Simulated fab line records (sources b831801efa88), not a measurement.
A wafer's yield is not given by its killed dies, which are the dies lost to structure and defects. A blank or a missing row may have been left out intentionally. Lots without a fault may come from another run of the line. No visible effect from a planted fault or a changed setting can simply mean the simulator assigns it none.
Which tool did it? || flow sfq line || Sampling: 14 lots, 42 wafers, 2 of 325 route steps

## WHAT EACH GAUGE READ, for each wafer
SFQ_I2_OVL_MEAS_918.
{"lot": "L536", "measured": "day 23 21:56", "on": "overlay-02", "I2_OVL (nm)": "2 5 4"}
{"lot": "L537", "measured": "day 23 23:08", "on": "overlay-01", "I2_OVL (nm)": "-9 -1 -4"}
{"lot": "L541", "measured": "day 31 00:05", "on": "overlay-01", "I2_OVL (nm)": "7 1 7"}
{"lot": "L542", "measured": "day 31 07:17", "on": "overlay-02", "I2_OVL (nm)": "1 -1 -4"}
{"lot": "L544", "measured": "day 31 12:04", "on": "overlay-01", "I2_OVL (nm)": "-4 2 0"}
{"lot": "L545", "measured": "day 38 03:03", "on": "overlay-02", "I2_OVL (nm)": "6 7 4"}
{"lot": "L546", "measured": "day 38 05:27", "on": "overlay-02", "I2_OVL (nm)": "-2 1 -4"}
{"lot": "L548", "measured": "day 38 15:03", "on": "overlay-02", "I2_OVL (nm)": "5 10 0"}
{"lot": "L549", "measured": "day 38 16:15", "on": "overlay-01", "I2_OVL (nm)": "2 -1 2"}
{"lot": "L550", "measured": "day 38 17:27", "on": "overlay-01", "I2_OVL (nm)": "-4 -1 -2"}
{"lot": "L551", "measured": "day 38 19:52", "on": "overlay-01", "I2_OVL (nm)": "-10 -6 -5"}
{"lot": "L554", "measured": "day 38 23:27", "on": "overlay-01", "I2_OVL (nm)": "4 2 0"}
{"lot": "L558", "measured": "day 39 06:39", "on": "overlay-01", "I2_OVL (nm)": "6 6 -3"}
{"lot": "L559", "measured": "day 39 07:51", "on": "overlay-01", "I2_OVL (nm)": "-3 -5 -1"}

SFQ_R5_THK_MEAS_934: measures by xrf.
{"lot": "L536", "measured": "day 44 05:19", "on": "film metro-02", "R5_MONX_THK (nm)": "40.7 40.7 40.4"}
{"lot": "L537", "measured": "day 44 08:19", "on": "film metro-04", "R5_MONX_THK (nm)": "40.8 40.6 40.4"}
{"lot": "L541", "measured": "day 46 06:27", "on": "film metro-04", "R5_MONX_THK (nm)": "41.3 40.8 41.4"}
{"lot": "L542", "measured": "day 46 08:19", "on": "film metro-02", "R5_MONX_THK (nm)": "40.7 40.3 40.6"}
{"lot": "L544", "measured": "day 47 19:23", "on": "film metro-04", "R5_MONX_THK (nm)": "40.2 40.8 40.0"}
{"lot": "L545", "measured": "day 48 15:01", "on": "film metro-04", "R5_MONX_THK (nm)": "41.0 40.5 41.2"}
{"lot": "L546", "measured": "day 48 17:05", "on": "film metro-04", "R5_MONX_THK (nm)": "41.0 40.6 41.0"}
{"lot": "L548", "measured": "day 61 06:19", "on": "film metro-02", "R5_MONX_THK (nm)": "40.2 40.8 40.5"}
{"lot": "L549", "measured": "day 61 07:06", "on": "film metro-03", "R5_MONX_THK (nm)": "40.8 41.2 40.8"}
{"lot": "L550", "measured": "day 61 09:18", "on": "film metro-03", "R5_MONX_THK (nm)": "40.7 40.5 40.7"}
{"lot": "L551", "measured": "day 61 10:07", "on": "film metro-02", "R5_MONX_THK (nm)": "39.9 40.3 40.0"}
{"lot": "L554", "measured": "day 61 15:18", "on": "film metro-03", "R5_MONX_THK (nm)": "41.3 41.3 41.1"}
{"lot": "L558", "measured": "day 61 22:06", "on": "film metro-03", "R5_MONX_THK (nm)": "40.2 40.5 40.1"}
{"lot": "L559", "measured": "day 62 01:07", "on": "film metro-02", "R5_MONX_THK (nm)": "40.6 40.8 40.5"}

## TOOL THAT RAN EACH LOT (tool first, then ch and the chambers of the sampled wafers, then the start)
The record holds no process step before these readings.

## AS READ BY THE TOOLS THEMSELVES (means over the sampled wafers that have a number; for cases with no such wafer, the mark the record gives instead)
The record holds no such reading with a usual standard deviation.

## THE ANSWER, worked out from the rows above alone
Rule: what is usual is taken from the lots themselves. The widest of any qualifying gaps counts: lots, ordered by their means at a reading, are off when they make up no more than a third of the lots, leave a main group of 4 or more, and stand apart from it by 3 or more times the standard deviation of that group's means. A main group whose means are all the same, to the digits that the tables above print for the reading, isn't used. Also off: a lot with no number at a reading for which 4 or more lots have one. All remaining lots with rows at the step are treated as sound. The gauges are gone through in route order, then the tools' own readings, and for those a lot's mean is taken as printed above. At the first step where some lot is off, the reading lying furthest off is the one used; lots without a number count as furthest.
No lot is off on any of the readings shown, so nothing can be concluded from this.

## WHAT HAD BEEN PUT IN BY THE SIMULATOR
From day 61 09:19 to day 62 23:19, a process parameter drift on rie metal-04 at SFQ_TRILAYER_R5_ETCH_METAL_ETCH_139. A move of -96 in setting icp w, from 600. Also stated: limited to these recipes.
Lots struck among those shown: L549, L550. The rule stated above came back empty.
